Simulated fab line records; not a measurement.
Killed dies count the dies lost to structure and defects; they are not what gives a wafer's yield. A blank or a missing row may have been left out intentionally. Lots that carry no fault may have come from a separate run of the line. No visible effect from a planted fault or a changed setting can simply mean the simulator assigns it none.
The tool behind it: which one? / flow sky130 / 11 lots with 33 wafers sampled at 6 steps, on a route of 708 steps

== WHAT THE GAUGES READ, wafer by wafer ==
The record lacks any reading of a measuring or inspecting step that a usual standard deviation could be used to judge.

== WHICH TOOL RAN EACH LOT (tool, then ch and the chambers of the sampled wafers, then the start) ==
lot=L122; SKY_VIA3_CMP_24=cmp-02 ch 1,2, day 39 15:12; SKY_METAL4_SPUTTER_03=pvd_sputter-04, day 39 15:35; SKY_METAL4_METAL_ETCH_18=rie_metal-01 ch 0,1, day 41 16:57; SKY_METAL4_STRIP_19=plasma_asher-03 ch 0,1, day 41 17:07; SKY_VIA4_SPUTTER_17=pvd_sputter-02, day 42 18:30; SKY_PAD_OPEN_PROBE_99=prober-02, day 45 16:47
lot=L123; SKY_VIA3_CMP_24=cmp-01 ch 0,1,2, day 39 19:49; SKY_METAL4_SPUTTER_03=pvd_sputter-04, day 39 20:09; SKY_METAL4_METAL_ETCH_18=rie_metal-01 ch 0,1, day 41 21:31; SKY_METAL4_STRIP_19=plasma_asher-01 ch 0,1, day 41 21:40; SKY_VIA4_SPUTTER_17=pvd_sputter-03, day 42 22:33; SKY_PAD_OPEN_PROBE_99=prober-02, day 45 21:39
lot=L130; SKY_VIA3_CMP_24=cmp-01 ch 1,2,3, day 41 20:26; SKY_METAL4_SPUTTER_03=pvd_sputter-03, day 41 20:49; SKY_METAL4_METAL_ETCH_18=rie_metal-04 ch 0,1, day 43 18:10; SKY_METAL4_STRIP_19=plasma_asher-03 ch 0,1, day 43 18:20; SKY_VIA4_SPUTTER_17=pvd_sputter-04, day 44 18:29; SKY_PAD_OPEN_PROBE_99=prober-01, day 49 15:03
lot=L134; SKY_VIA3_CMP_24=cmp-01 ch 0,1,3, day 44 18:44; SKY_METAL4_SPUTTER_03=pvd_sputter-03, day 44 19:05; SKY_METAL4_METAL_ETCH_18=rie_metal-04 ch 0,1, day 46 13:05; SKY_METAL4_STRIP_19=plasma_asher-03 ch 0,1, day 46 13:16; SKY_VIA4_SPUTTER_17=-; SKY_PAD_OPEN_PROBE_99=prober-01, day 49 23:26
lot=L136; SKY_VIA3_CMP_24=cmp-02 ch 0,2,3, day 44 23:48; SKY_METAL4_SPUTTER_03=pvd_sputter-04, day 45 00:11; SKY_METAL4_METAL_ETCH_18=rie_metal-01 ch 0, day 46 18:10; SKY_METAL4_STRIP_19=plasma_asher-03 ch 0,1, day 46 18:20; SKY_VIA4_SPUTTER_17=-; SKY_PAD_OPEN_PROBE_99=prober-01, day 50 02:58
lot=L137; SKY_VIA3_CMP_24=cmp-02 ch 0,2,3, day 45 01:41; SKY_METAL4_SPUTTER_03=pvd_sputter-01, day 45 02:01; SKY_METAL4_METAL_ETCH_18=rie_metal-03 ch 0, day 46 19:58; SKY_METAL4_STRIP_19=plasma_asher-04 ch 1, day 46 20:08; SKY_VIA4_SPUTTER_17=pvd_sputter-04, day 47 17:30; SKY_PAD_OPEN_PROBE_99=prober-01, day 50 06:01
lot=L141; SKY_VIA3_CMP_24=cmp-02 ch 0,2, day 45 09:07; SKY_METAL4_SPUTTER_03=pvd_sputter-03, day 45 09:28; SKY_METAL4_METAL_ETCH_18=rie_metal-04 ch 0,1, day 47 02:00; SKY_METAL4_STRIP_19=plasma_asher-01 ch 0,1, day 47 02:10; SKY_VIA4_SPUTTER_17=pvd_sputter-02, day 47 23:24; SKY_PAD_OPEN_PROBE_99=prober-01, day 50 10:23
lot=L143; SKY_VIA3_CMP_24=cmp-01 ch 2,3, day 45 13:15; SKY_METAL4_SPUTTER_03=pvd_sputter-03, day 45 13:35; SKY_METAL4_METAL_ETCH_18=rie_metal-03 ch 0, day 47 06:36; SKY_METAL4_STRIP_19=plasma_asher-04 ch 0,1, day 47 06:57; SKY_VIA4_SPUTTER_17=pvd_sputter-04, day 48 04:14; SKY_PAD_OPEN_PROBE_99=prober-01, day 50 15:12
lot=L142; SKY_VIA3_CMP_24=cmp-02 ch 1,3, day 45 13:16; SKY_METAL4_SPUTTER_03=pvd_sputter-01, day 45 13:37; SKY_METAL4_METAL_ETCH_18=rie_metal-01 ch 0,1, day 47 06:57; SKY_METAL4_STRIP_19=plasma_asher-01 ch 0,1, day 47 07:07; SKY_VIA4_SPUTTER_17=pvd_sputter-03, day 48 03:42; SKY_PAD_OPEN_PROBE_99=prober-01, day 50 14:57
lot=L144; SKY_VIA3_CMP_24=cmp-02 ch 1,2, day 45 23:35; SKY_METAL4_SPUTTER_03=pvd_sputter-04, day 45 23:55; SKY_METAL4_METAL_ETCH_18=rie_metal-03 ch 0, day 47 16:11; SKY_METAL4_STRIP_19=plasma_asher-03 ch 0,1, day 47 16:33; SKY_VIA4_SPUTTER_17=pvd_sputter-03, day 48 12:44; SKY_PAD_OPEN_PROBE_99=prober-01, day 50 21:34
lot=L145; SKY_VIA3_CMP_24=cmp-02 ch 1,2,3, day 46 04:03; SKY_METAL4_SPUTTER_03=pvd_sputter-03, day 46 04:17; SKY_METAL4_METAL_ETCH_18=rie_metal-01 ch 0,1, day 47 22:25; SKY_METAL4_STRIP_19=plasma_asher-03 ch 0,1, day 47 22:34; SKY_VIA4_SPUTTER_17=pvd_sputter-02, day 48 18:39; SKY_PAD_OPEN_PROBE_99=prober-01, day 51 03:12
- SKY_VIA3_CMP_24: polishes, stops on SiO2, t overpolish 20 s, target thk 0 nm.
- SKY_METAL4_SPUTTER_03: material Ti, target thk 5 nm, time 3.3 s.
- SKY_METAL4_METAL_ETCH_18: etches the open film in Cl2/BCl3, stops on SiO2, target depth 845 nm, time 183.1 s.
- SKY_METAL4_STRIP_19: strips in O2/N2.
- SKY_VIA4_SPUTTER_17: material TiN, target thk 20 nm, time 80 s.
- SKY_PAD_OPEN_PROBE_99

== WHAT THE TOOLS THEMSELVES READ (means of the sampled wafers that have a number; where no wafer has one, the mark that the record gives instead) ==
SKY_VIA3_CMP_24. Usual: motor_current_A 11.8 A, standard deviation 0.98; overpolish_run_s 20.000 s, standard deviation 0.008; time_to_endpoint_s 93 s, standard deviation 4.6.
lot=L122; tool=cmp-02; motor_current_A (A)=11.1; overpolish_run_s (s)=20.002; time_to_endpoint_s (s)=96; flag=
lot=L123; tool=cmp-01; motor_current_A (A)=12.6; overpolish_run_s (s)=19.994; time_to_endpoint_s (s)=96; flag=
lot=L130; tool=cmp-01; motor_current_A (A)=11.8; overpolish_run_s (s)=20.004; time_to_endpoint_s (s)=92; flag=
lot=L134; tool=cmp-01; motor_current_A (A)=12.0; overpolish_run_s (s)=20.005; time_to_endpoint_s (s)=96; flag=
lot=L136; tool=cmp-02; motor_current_A (A)=11.3; overpolish_run_s (s)=19.997; time_to_endpoint_s (s)=92; flag=
lot=L137; tool=cmp-02; motor_current_A (A)=11.5; overpolish_run_s (s)=19.999; time_to_endpoint_s (s)=92; flag=
lot=L141; tool=cmp-02; motor_current_A (A)=11.3; overpolish_run_s (s)=20.002; time_to_endpoint_s (s)=91; flag=
lot=L143; tool=cmp-01; motor_current_A (A)=11.6; overpolish_run_s (s)=20.002; time_to_endpoint_s (s)=96; flag=
lot=L142; tool=cmp-02; motor_current_A (A)=11.2; overpolish_run_s (s)=19.997; time_to_endpoint_s (s)=94; flag=
lot=L144; tool=cmp-02; motor_current_A (A)=10.6; overpolish_run_s (s)=19.999; time_to_endpoint_s (s)=92; flag=
lot=L145; tool=cmp-02; motor_current_A (A)=10.8; overpolish_run_s (s)=19.998; time_to_endpoint_s (s)=95; flag=

SKY_METAL4_SPUTTER_03. Usual: throttle_valve_pct at 29.5 %, with a standard deviation of 1.1.
lot=L122; tool=pvd_sputter-04; throttle_valve_pct (%)=30.8; flag=
lot=L123; tool=pvd_sputter-04; throttle_valve_pct (%)=30.3; flag=
lot=L130; tool=pvd_sputter-03; throttle_valve_pct (%)=28.8; flag=
lot=L134; tool=pvd_sputter-03; throttle_valve_pct (%)=29.6; flag=
lot=L136; tool=pvd_sputter-04; throttle_valve_pct (%)=30.3; flag=
lot=L137; tool=pvd_sputter-01; throttle_valve_pct (%)=28.5; flag=
lot=L141; tool=pvd_sputter-03; throttle_valve_pct (%)=28.9; flag=
lot=L143; tool=pvd_sputter-03; throttle_valve_pct (%)=28.8; flag=
lot=L142; tool=pvd_sputter-01; throttle_valve_pct (%)=29.2; flag=
lot=L144; tool=pvd_sputter-04; throttle_valve_pct (%)=29.7; flag=
lot=L145; tool=pvd_sputter-03; throttle_valve_pct (%)=30.4; flag=

SKY_METAL4_METAL_ETCH_18. Usual: bcl3_flow_sccm 30.00 sccm, standard deviation 0.097; bias_w 48.55 W, standard deviation 0.13; drypump_motor_current_A 6.01 A, standard deviation 0.29; oes_product_au 0.864 a.u., standard deviation 0.0074; throttle_valve_pct 22.264 %, standard deviation 0.009.
lot=L122; tool=rie_metal-01; bcl3_flow_sccm (sccm)=30.03; bias_w (W)=48.58; drypump_motor_current_A (A)=5.77; oes_product_au (a.u.)=0.856; throttle_valve_pct (%)=22.263; flag=
lot=L123; tool=rie_metal-01; bcl3_flow_sccm (sccm)=29.99; bias_w (W)=48.61; drypump_motor_current_A (A)=5.76; oes_product_au (a.u.)=0.862; throttle_valve_pct (%)=22.267; flag=
lot=L130; tool=rie_metal-04; bcl3_flow_sccm (sccm)=30.04; bias_w (W)=48.50; drypump_motor_current_A (A)=6.22; oes_product_au (a.u.)=0.875; throttle_valve_pct (%)=22.259; flag=
lot=L134; tool=rie_metal-04; bcl3_flow_sccm (sccm)=-; bias_w (W)=-; drypump_motor_current_A (A)=-; oes_product_au (a.u.)=-; throttle_valve_pct (%)=-; flag=OFF
lot=L136; tool=rie_metal-01; bcl3_flow_sccm (sccm)=-; bias_w (W)=-; drypump_motor_current_A (A)=-; oes_product_au (a.u.)=-; throttle_valve_pct (%)=-; flag=OFF
lot=L137; tool=rie_metal-03; bcl3_flow_sccm (sccm)=29.80; bias_w (W)=48.41; drypump_motor_current_A (A)=5.73; oes_product_au (a.u.)=0.860; throttle_valve_pct (%)=22.271; flag=
lot=L141; tool=rie_metal-04; bcl3_flow_sccm (sccm)=30.00; bias_w (W)=48.46; drypump_motor_current_A (A)=6.17; oes_product_au (a.u.)=0.873; throttle_valve_pct (%)=22.270; flag=
lot=L143; tool=rie_metal-03; bcl3_flow_sccm (sccm)=29.91; bias_w (W)=48.57; drypump_motor_current_A (A)=5.74; oes_product_au (a.u.)=0.868; throttle_valve_pct (%)=22.254; flag=
lot=L142; tool=rie_metal-01; bcl3_flow_sccm (sccm)=30.09; bias_w (W)=48.56; drypump_motor_current_A (A)=5.76; oes_product_au (a.u.)=0.860; throttle_valve_pct (%)=22.261; flag=
lot=L144; tool=rie_metal-03; bcl3_flow_sccm (sccm)=29.86; bias_w (W)=48.54; drypump_motor_current_A (A)=5.75; oes_product_au (a.u.)=0.861; throttle_valve_pct (%)=22.258; flag=
lot=L145; tool=rie_metal-01; bcl3_flow_sccm (sccm)=30.01; bias_w (W)=48.52; drypump_motor_current_A (A)=5.99; oes_product_au (a.u.)=0.864; throttle_valve_pct (%)=22.265; flag=

SKY_METAL4_STRIP_19. Usual: drypump_motor_current_A 6.1 A, standard deviation 0.53; oes_product_au 0.505 a.u., standard deviation 0.0056; strip_time_to_endpoint_s 6.60 s, standard deviation 0.087.
lot=L122; tool=plasma_asher-03; drypump_motor_current_A (A)=5.9; oes_product_au (a.u.)=0.507; strip_time_to_endpoint_s (s)=6.53; flag=
lot=L123; tool=plasma_asher-01; drypump_motor_current_A (A)=6.4; oes_product_au (a.u.)=0.503; strip_time_to_endpoint_s (s)=6.55; flag=
lot=L130; tool=plasma_asher-03; drypump_motor_current_A (A)=5.9; oes_product_au (a.u.)=0.507; strip_time_to_endpoint_s (s)=6.71; flag=
lot=L134; tool=plasma_asher-03; drypump_motor_current_A (A)=5.9; oes_product_au (a.u.)=0.712; strip_time_to_endpoint_s (s)=11.87; flag=OFF
lot=L136; tool=plasma_asher-03; drypump_motor_current_A (A)=5.9; oes_product_au (a.u.)=0.715; strip_time_to_endpoint_s (s)=11.86; flag=OFF
lot=L137; tool=plasma_asher-04; drypump_motor_current_A (A)=6.8; oes_product_au (a.u.)=0.496; strip_time_to_endpoint_s (s)=6.47; flag=
lot=L141; tool=plasma_asher-01; drypump_motor_current_A (A)=6.3; oes_product_au (a.u.)=0.510; strip_time_to_endpoint_s (s)=6.68; flag=
lot=L143; tool=plasma_asher-04; drypump_motor_current_A (A)=5.7; oes_product_au (a.u.)=0.500; strip_time_to_endpoint_s (s)=6.45; flag=
lot=L142; tool=plasma_asher-01; drypump_motor_current_A (A)=6.3; oes_product_au (a.u.)=0.500; strip_time_to_endpoint_s (s)=6.59; flag=
lot=L144; tool=plasma_asher-03; drypump_motor_current_A (A)=6.2; oes_product_au (a.u.)=0.503; strip_time_to_endpoint_s (s)=6.49; flag=
lot=L145; tool=plasma_asher-03; drypump_motor_current_A (A)=6.1; oes_product_au (a.u.)=0.504; strip_time_to_endpoint_s (s)=6.60; flag=

SKY_VIA4_SPUTTER_17. Usual: throttle_valve_pct at 29.9 %, with a standard deviation of 0.84.
lot=L122; tool=pvd_sputter-02; throttle_valve_pct (%)=29.6; flag=
lot=L123; tool=pvd_sputter-03; throttle_valve_pct (%)=29.4; flag=
lot=L130; tool=pvd_sputter-04; throttle_valve_pct (%)=29.8; flag=
lot=L137; tool=pvd_sputter-04; throttle_valve_pct (%)=30.4; flag=
lot=L141; tool=pvd_sputter-02; throttle_valve_pct (%)=30.1; flag=
lot=L143; tool=pvd_sputter-04; throttle_valve_pct (%)=30.3; flag=
lot=L142; tool=pvd_sputter-03; throttle_valve_pct (%)=29.3; flag=
lot=L144; tool=pvd_sputter-03; throttle_valve_pct (%)=30.4; flag=
lot=L145; tool=pvd_sputter-02; throttle_valve_pct (%)=29.9; flag=

SKY_PAD_OPEN_PROBE_99. Usual: defect_limited_yield 82.6 %, standard deviation 2; killed_at_M0_to_M3 43, standard deviation 7.3; killed_at_M4_up 3.4, standard deviation 1.7; killed_at_contacts 24, standard deviation 4.5; killed_at_front_end 16, standard deviation 4.4; killed_at_other 0.2, standard deviation 0.51; killed_dies 86, standard deviation 9.7; killed_on_rim 17, standard deviation 3.7; killed_open 46, standard deviation 6.6; killed_short 39, standard deviation 7.1; sort_bin_3_pad_short 0.9 %, standard deviation 0.45; sort_bin_5_function 10.4 %, standard deviation 1.4; sort_bin_6_memory 6.2 %, standard deviation 1.2; sort_n_pass 406, standard deviation 9.7; sort_yield_pct 82.6 %, standard deviation 2.
lot=L122; tool=prober-02; defect_limited_yield (%)=81.0; killed_at_M0_to_M3=38; killed_at_M4_up=5.3; killed_at_contacts=28; killed_at_front_end=21; killed_at_other=1.0; killed_dies=93; killed_on_rim=17; killed_open=54; killed_short=38; sort_bin_3_pad_short (%)=0.8; sort_bin_5_function (%)=11.1; sort_bin_6_memory (%)=7.0; sort_n_pass=399; sort_yield_pct (%)=81.0; flag=
lot=L123; tool=prober-02; defect_limited_yield (%)=82.3; killed_at_M0_to_M3=41; killed_at_M4_up=3.3; killed_at_contacts=29; killed_at_front_end=14; killed_at_other=0.0; killed_dies=87; killed_on_rim=17; killed_open=50; killed_short=37; sort_bin_3_pad_short (%)=0.9; sort_bin_5_function (%)=10.5; sort_bin_6_memory (%)=6.3; sort_n_pass=405; sort_yield_pct (%)=82.3; flag=
lot=L130; tool=prober-01; defect_limited_yield (%)=82.0; killed_at_M0_to_M3=43; killed_at_M4_up=3.7; killed_at_contacts=29; killed_at_front_end=13; killed_at_other=0.0; killed_dies=88; killed_on_rim=19; killed_open=43; killed_short=45; sort_bin_3_pad_short (%)=1.3; sort_bin_5_function (%)=10.2; sort_bin_6_memory (%)=6.5; sort_n_pass=404; sort_yield_pct (%)=82.0; flag=
lot=L134; tool=prober-01; defect_limited_yield (%)=0.0; killed_at_M0_to_M3=38; killed_at_M4_up=411.0; killed_at_contacts=28; killed_at_front_end=14; killed_at_other=0.7; killed_dies=492; killed_on_rim=96; killed_open=40; killed_short=43; sort_bin_3_pad_short (%)=0.8; sort_bin_5_function (%)=93.6; sort_bin_6_memory (%)=5.6; sort_n_pass=0; sort_yield_pct (%)=0.0; flag=OFF
lot=L136; tool=prober-01; defect_limited_yield (%)=0.0; killed_at_M0_to_M3=50; killed_at_M4_up=396.0; killed_at_contacts=27; killed_at_front_end=19; killed_at_other=0.0; killed_dies=492; killed_on_rim=96; killed_open=51; killed_short=48; sort_bin_3_pad_short (%)=0.9; sort_bin_5_function (%)=92.0; sort_bin_6_memory (%)=7.1; sort_n_pass=0; sort_yield_pct (%)=0.0; flag=OFF
lot=L137; tool=prober-01; defect_limited_yield (%)=81.3; killed_at_M0_to_M3=50; killed_at_M4_up=5.3; killed_at_contacts=21; killed_at_front_end=15; killed_at_other=0.3; killed_dies=92; killed_on_rim=17; killed_open=46; killed_short=47; sort_bin_3_pad_short (%)=1.1; sort_bin_5_function (%)=11.2; sort_bin_6_memory (%)=6.4; sort_n_pass=400; sort_yield_pct (%)=81.3; flag=
lot=L141; tool=prober-01; defect_limited_yield (%)=82.8; killed_at_M0_to_M3=42; killed_at_M4_up=4.3; killed_at_contacts=24; killed_at_front_end=14; killed_at_other=0.0; killed_dies=85; killed_on_rim=14; killed_open=49; killed_short=35; sort_bin_3_pad_short (%)=0.5; sort_bin_5_function (%)=10.5; sort_bin_6_memory (%)=6.2; sort_n_pass=407; sort_yield_pct (%)=82.8; flag=
lot=L143; tool=prober-01; defect_limited_yield (%)=85.0; killed_at_M0_to_M3=32; killed_at_M4_up=3.7; killed_at_contacts=23; killed_at_front_end=14; killed_at_other=0.3; killed_dies=74; killed_on_rim=13; killed_open=42; killed_short=32; sort_bin_3_pad_short (%)=0.5; sort_bin_5_function (%)=9.1; sort_bin_6_memory (%)=5.4; sort_n_pass=418; sort_yield_pct (%)=85.0; flag=
lot=L142; tool=prober-01; defect_limited_yield (%)=84.1; killed_at_M0_to_M3=40; killed_at_M4_up=4.0; killed_at_contacts=20; killed_at_front_end=14; killed_at_other=0.7; killed_dies=78; killed_on_rim=16; killed_open=42; killed_short=36; sort_bin_3_pad_short (%)=0.7; sort_bin_5_function (%)=9.7; sort_bin_6_memory (%)=5.5; sort_n_pass=414; sort_yield_pct (%)=84.1; flag=
lot=L144; tool=prober-01; defect_limited_yield (%)=84.9; killed_at_M0_to_M3=38; killed_at_M4_up=2.7; killed_at_contacts=26; killed_at_front_end=8; killed_at_other=0.0; killed_dies=74; killed_on_rim=16; killed_open=41; killed_short=34; sort_bin_3_pad_short (%)=0.6; sort_bin_5_function (%)=9.0; sort_bin_6_memory (%)=5.5; sort_n_pass=418; sort_yield_pct (%)=84.9; flag=
lot=L145; tool=prober-01; defect_limited_yield (%)=83.3; killed_at_M0_to_M3=43; killed_at_M4_up=2.7; killed_at_contacts=21; killed_at_front_end=16; killed_at_other=0.0; killed_dies=82; killed_on_rim=18; killed_open=45; killed_short=36; sort_bin_3_pad_short (%)=0.8; sort_bin_5_function (%)=10.3; sort_bin_6_memory (%)=5.6; sort_n_pass=410; sort_yield_pct (%)=83.3; flag=

== THE ANSWER, worked out from the rows above alone ==
Rule: lot off if the mean of its wafers having a number is beyond 3 standard deviations from the usual mean. A lot without any number at a reading at which 4 lots or more have one is off too. Any other lot the step has rows for is counted as sound. First the gauges in route order, then the tools' own readings, where a lot's mean is used as printed above. At the first step where some lot is off, the reading lying furthest off is the one used; lots without a number count as furthest.
Off: L134, L136 (SKY_METAL4_METAL_ETCH_18, bcl3_flow_sccm). Without a number there: L134, L136.
A tool fits if, at that step or a process step before it, it ran every lot that is off, and no sound lot after the first of them. None of those tried fits.

== WHAT THE SIMULATOR HAD PUT IN ==
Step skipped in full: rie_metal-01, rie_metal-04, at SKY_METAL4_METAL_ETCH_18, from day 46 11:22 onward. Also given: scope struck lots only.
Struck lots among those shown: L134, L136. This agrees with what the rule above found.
